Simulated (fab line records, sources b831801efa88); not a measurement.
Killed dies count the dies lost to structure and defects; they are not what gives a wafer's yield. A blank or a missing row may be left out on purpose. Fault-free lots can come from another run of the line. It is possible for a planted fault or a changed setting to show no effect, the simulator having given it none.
fab line records	flow sky130	part 2 of 2: steps 33 to 33 of 33
[record] lots = 7	wafers = 21	last-day = 49
route steps=708 shown LOCAL_INTERCONNECT@394 CONTACT@406 PAD_OPEN@708
lots that met no fault: from a run of the same line without faults
start-h: start of the lot's first displayed wafer, in hours after the record's first day	wait-h: how many hours have passed since the lot's step before this one	" as in the row above	L1.1+2: a row that stands for several wafers	- either no value or no given start	* or withheld: withheld	< > ~ a bound
route shown NAME@n: names a module that has steps shown in the file, with the first one's number in the route	usual: average and standard deviation across the fault-free wafers	same: alike in all rows	chamber/n: place in a boat	sites: the reading at each site	_std_site: their standard deviation	_edge_site: inner sites' mean taken away from outer sites' mean	radius-mm: how far each site lies from the wafer's centre	mask NAME#n: copy n	behind: the last tool/chamber to shape the wafer	hold: what put the lot on hold/how long, in hours/how the hold closed	device: the transistor (n, p or np) that didn't switch	end of line: at the end of the route, the tests of the same wafers	where a step has no rows: the recipe by itself	killed: at the first sort, the dies lost to defects and structure; wafer yield is something else	map: a wafer's dies, x killed, . not, _ none there
set.NAME: the setting the step ran with; set.NAME@STEP: the setting that earlier step ran with	model.NAME: the simulator's own value behind a step, which no gauge read
certain route steps with their lots: each step a table, each wafer a row
services: the hour from which a tool's chamber was out of use, counted from the record's first day as start-h (under 0 if before that day), plus the number of hours and why
[[steps]]
[step SKY_PAD_OPEN_PROBE_99]
[usual] killed_at_M0_to_M3 = 44/7.3	killed_at_M4_up = 3.4/1.7	killed-at-contacts = 24/5.3	killed-at-front-end = 15/4.1	killed-at-other = 0.4/0.68	killed-dies = 87/9.5	killed-open = 48/7.1	killed-short = 39/5.8
[same] gross-dies = 492	killed-at-back-side = 0
lot.wafer	tool	chamber	start-h	wait-h	killed_at_M0_to_M3	killed_at_M4_up	killed-at-contacts	killed-at-front-end	killed-at-other	killed-dies	killed-open	killed-short
L342.2	prober-02	-	1088.12	0.1	46	3	23	19	0	91	50	41
L342.4	prober-02	-	1088.22	0.2	46	2	21	20	0	89	43	46
L342.6	prober-02	-	1088.32	0.2	49	3	15	15	0	82	40	42
L347.1	prober-01	-	1114.20	0.1	52	1	31	7	0	91	52	39
L347.4	prober-01	-	1114.35	0.2	43	5	26	16	1	91	50	41
L347.6	prober-01	-	1114.45	0.2	43	5	25	17	0	90	48	42
L351.1	prober-01	-	1125.95	0.1	36	5	26	16	0	83	46	37
L351.2	prober-01	-	1126.00	0.1	54	4	28	16	1	103	62	40
L351.5	prober-01	-	1126.15	0.2	40	6	27	8	1	82	44	38
L352.3	prober-02	-	1135.14	0.2	36	4	21	17	1	79	38	41
L352.4	prober-02	-	1135.19	0.2	32	2	23	12	0	69	39	30
L352.6	prober-02	-	1135.29	0.2	46	4	27	16	0	93	46	47
L360.1	prober-01	-	1176.64	0.1	58	3	23	19	0	103	71	32
L360.4	prober-01	-	1176.79	0.2	57	3	22	18	0	100	55	45
L360.5	prober-01	-	1176.84	0.2	51	3	24	9	0	87	43	44
L358.2	prober-02	-	1177.39	0.1	60	5	26	12	0	103	53	50
L358.4	prober-02	-	1177.49	0.2	61	6	16	12	0	95	54	40
L358.5	prober-02	-	1177.54	0.2	34	3	21	13	0	71	43	28
L361.1	prober-01	-	1182.65	0.1	40	2	20	12	0	74	39	34
L361.3	prober-01	-	1182.75	0.2	46	5	24	11	0	86	54	31
L361.5	prober-01	-	1182.85	0.2	52	4	15	12	0	83	52	31
// killed by level:class
L342.2 METAL1:geometric-particle:short=8 CONTACT:geometric-particle:open=8 VIA1:geometric-particle:open=7 VIA2:geometric-particle:open=7 VIA3:geometric-particle:open=7 LI_CONTACT:geometric-particle:open=6 METAL2:geometric-particle:short=6 FIELD_ISO:geometric-particle:short=4
L342.4 VIA1:geometric-particle:open=7 FIELD_ISO:geometric-particle:short=6 LI_CONTACT:geometric-particle:open=6 VIA2:geometric-particle:open=6 VIA3:geometric-particle:open=6 FIELD_ISO:geometric-particle:open=5 CONTACT:geometric-particle:open=5 VIA1:geometric-particle:short=5
L342.6 VIA2:geometric-particle:open=8 VIA2:geometric-particle:short=7 METAL2:geometric-particle:short=7 CONTACT:geometric-particle:open=6 METAL1:geometric-particle:short=6 VIA1:geometric-particle:open=5 FIELD_ISO:geometric-particle:open=4 SPACER:geometric-particle:open=4
L347.1 CONTACT:geometric-particle:open=14 VIA1:geometric-particle:open=10 VIA3:geometric-particle:open=9 VIA2:geometric-particle:open=7 VIA1:geometric-particle:short=6 LI_CONTACT:geometric-particle:short=6 LI_CONTACT:geometric-particle:open=5 VIA2:geometric-particle:short=5
L347.4 VIA3:geometric-particle:open=9 VIA1:geometric-particle:open=9 LI_CONTACT:geometric-particle:open=8 VIA2:geometric-particle:open=8 CONTACT:geometric-particle:open=5 VIA3:geometric-particle:short=5 FIELD_ISO:geometric-particle:short=4 METAL1:geometric-particle:short=4
L347.6 CONTACT:geometric-particle:open=11 VIA1:geometric-particle:open=8 VIA1:geometric-particle:short=7 LOCAL_INTERCONNECT:geometric-particle:short=6 VIA2:geometric-particle:open=6 FIELD_ISO:geometric-particle:open=5 METAL1:geometric-particle:short=5 VIA3:geometric-particle:open=5
L351.1 FIELD_ISO:geometric-particle:short=11 CONTACT:geometric-particle:open=10 LI_CONTACT:geometric-particle:open=9 VIA2:geometric-particle:open=8 VIA3:geometric-particle:open=8 METAL1:geometric-particle:short=6 VIA1:geometric-particle:open=6 CONTACT:geometric-particle:short=4
L351.2 VIA1:geometric-particle:open=16 CONTACT:geometric-particle:open=10 VIA1:geometric-particle:short=9 VIA2:geometric-particle:open=9 LI_CONTACT:geometric-particle:open=8 POLY_GATE:geometric-particle:short=4 METAL1:geometric-particle:short=4 LOCAL_INTERCONNECT:geometric-particle:short=4
L351.5 VIA1:geometric-particle:open=13 LI_CONTACT:geometric-particle:open=9 CONTACT:geometric-particle:open=8 VIA3:geometric-particle:short=6 CONTACT:geometric-particle:short=5 METAL1:geometric-particle:short=4 METAL2:geometric-particle:short=4 METAL3:geometric-particle:short=4
L352.3 VIA3:geometric-particle:open=7 LI_CONTACT:geometric-particle:open=6 METAL2:geometric-particle:short=6 FIELD_ISO:geometric-particle:short=5 LI_CONTACT:geometric-particle:short=4 CONTACT:geometric-particle:short=4 CONTACT:geometric-particle:open=4 VIA1:geometric-particle:open=4
L352.4 VIA1:geometric-particle:open=12 CONTACT:geometric-particle:open=8 FIELD_ISO:geometric-particle:open=5 LI_CONTACT:geometric-particle:short=4 LI_CONTACT:geometric-particle:open=4 CONTACT:geometric-particle:short=4 METAL1:geometric-particle:short=4 POLY_GATE:geometric-particle:short=3
L352.6 VIA1:geometric-particle:open=14 LOCAL_INTERCONNECT:geometric-particle:short=9 CONTACT:geometric-particle:short=6 VIA2:geometric-particle:open=6 LI_CONTACT:geometric-particle:open=6 METAL2:geometric-particle:short=6 CONTACT:geometric-particle:open=5 METAL1:geometric-particle:short=5
L360.1 VIA1:geometric-particle:open=17 CONTACT:geometric-particle:open=13 VIA2:geometric-particle:open=10 VIA3:geometric-particle:open=9 LI_CONTACT:geometric-particle:open=6 METAL1:geometric-particle:short=5 FIELD_ISO:geometric-particle:open=4 FIELD_ISO:geometric-particle:short=4
L360.4 VIA1:geometric-particle:open=13 METAL1:geometric-particle:short=9 VIA2:geometric-particle:open=7 LI_CONTACT:geometric-particle:open=6 CONTACT:geometric-particle:open=6 METAL3:geometric-particle:short=6 POLY_GATE:geometric-particle:open=5 VIA2:geometric-particle:short=5
L360.5 VIA1:geometric-particle:open=11 METAL1:geometric-particle:short=10 LI_CONTACT:geometric-particle:open=8 CONTACT:geometric-particle:open=8 VIA1:geometric-particle:short=7 POLY_GATE:geometric-particle:short=5 VIA2:geometric-particle:open=5 VIA3:geometric-particle:short=4
L358.2 VIA1:geometric-particle:open=14 VIA3:geometric-particle:open=9 CONTACT:geometric-particle:open=8 METAL1:geometric-particle:short=7 VIA1:geometric-particle:short=7 VIA2:geometric-particle:open=7 LOCAL_INTERCONNECT:geometric-particle:short=6 METAL2:geometric-particle:short=6
L358.4 VIA1:geometric-particle:open=14 VIA3:geometric-particle:open=8 METAL1:geometric-particle:short=7 VIA2:geometric-particle:open=7 CONTACT:geometric-particle:open=5 VIA1:geometric-particle:short=5 METAL3:geometric-particle:short=5 FIELD_ISO:geometric-particle:open=4
L358.5 LI_CONTACT:geometric-particle:open=9 VIA1:geometric-particle:open=7 METAL1:geometric-particle:short=6 CONTACT:geometric-particle:open=5 VIA2:geometric-particle:open=4 FIELD_ISO:geometric-particle:open=3 POLY_GATE:geometric-particle:short=3 POLY_CUT:geometric-particle:open=3
L361.1 VIA2:geometric-particle:open=8 VIA1:geometric-particle:short=8 VIA3:geometric-particle:open=8 CONTACT:geometric-particle:open=7 LOCAL_INTERCONNECT:geometric-particle:short=5 VIA1:geometric-particle:open=5 FIELD_ISO:geometric-particle:short=4 METAL1:geometric-particle:short=4
L361.3 VIA1:geometric-particle:open=14 VIA2:geometric-particle:open=10 LI_CONTACT:geometric-particle:open=9 CONTACT:geometric-particle:open=8 FIELD_ISO:geometric-particle:short=4 VIA3:geometric-particle:short=4 POLY_GATE:geometric-particle:short=3 LOCAL_INTERCONNECT:geometric-particle:short=3
L361.5 VIA3:geometric-particle:open=14 VIA2:geometric-particle:open=9 VIA1:geometric-particle:open=8 METAL1:geometric-particle:short=7 FIELD_ISO:geometric-particle:open=6 LI_CONTACT:geometric-particle:open=5 LI_CONTACT:geometric-particle:short=3 VIA2:geometric-particle:short=3
[[services]]
tool	chamber	start-h	hours	kind
rie-metal-02	0	701.89	1.8	repair
rie-metal-01	-	710.01	4.3	pm
rie-diel-04	2	711.96	7.8	repair
rie-metal-01	0	718.53	2.8	repair
plasma-asher-02	-	720.21	6.1	repair
rie-diel-02	2	720.39	3.0	repair
rie-diel-04	1	728.36	2.5	repair
plasma-asher-04	-	733.75	9.0	pm
rie-diel-04	-	750.36	2.6	repair
plasma-asher-04	-	755.77	4.2	repair
pecvd-03	-	760.28	0.5	repair
pecvd-04	1	764.67	29.8	repair
rie-diel-04	1	769.57	3.0	repair
rie-diel-04	-	774.87	42.9	repair
rie-diel-04	-	779.93	0.6	repair
pecvd-04	2	785.43	6.0	repair
rie-diel-01	-	803.45	8.2	repair
rie-metal-02	-	822.72	2.8	pm
pecvd-04	0	842.56	15.4	repair
plasma-asher-04	-	847.00	1.6	repair
rie-diel-02	3	847.18	13.4	repair
plasma-asher-01	-	854.31	2.8	repair
rie-metal-02	1	858.04	4.1	repair
pecvd-04	-	861.13	3.8	repair
